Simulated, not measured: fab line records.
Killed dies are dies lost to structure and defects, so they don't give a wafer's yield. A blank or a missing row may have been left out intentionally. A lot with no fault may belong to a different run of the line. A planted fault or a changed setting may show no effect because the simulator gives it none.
The tool behind it: which one? :: flow sfq_line :: 21 wafers sampled from 7 lots at 1 step of a route of 325

WHAT THE GAUGES SHOWED, per wafer
SFQ_M0_OVL_MEAS_906.
lot: L392
measured: day 7 22:19
on: overlay-01
M0_OVL (nm): -7 -5 -7

lot: L395
measured: day 8 14:07
on: overlay-02
M0_OVL (nm): -3 -5 2

lot: L399
measured: day 9 18:45
on: overlay-01
M0_OVL (nm): -7 -5 1

lot: L405
measured: day 11 10:21
on: overlay-02
M0_OVL (nm): -1 -1 1

lot: L408
measured: day 12 02:42
on: overlay-02
M0_OVL (nm): 5 6 -1

lot: L410
measured: day 12 12:17
on: overlay-01
M0_OVL (nm): -3 2 -4

lot: L412
measured: day 12 23:05
on: overlay-02
M0_OVL (nm): 7 11 9

WHICH TOOL RAN EACH LOT (tool, then ch and the chambers of the sampled wafers, then the start)
No process step before these readings appears in the record.

THE ANSWER, worked out from the rows above alone
Rule: the usual values come from the lots themselves. Put in order of their means at a reading, lots are off if they are a third of the lots or fewer, leave a main group of 4 or more, and stand apart from it by a gap of 3 or more times the standard deviation of the main group's means; of several such gaps the widest counts. A main group whose means are all the same, to the digits that the tables above print for the reading, isn't used. A lot without any number at a reading at which 4 lots or more have one is off too. All remaining lots with rows at the step are treated as sound.
No lot is off on any of the readings shown, so nothing can be concluded from this.

WHAT WAS PUT IN BY THE SIMULATOR
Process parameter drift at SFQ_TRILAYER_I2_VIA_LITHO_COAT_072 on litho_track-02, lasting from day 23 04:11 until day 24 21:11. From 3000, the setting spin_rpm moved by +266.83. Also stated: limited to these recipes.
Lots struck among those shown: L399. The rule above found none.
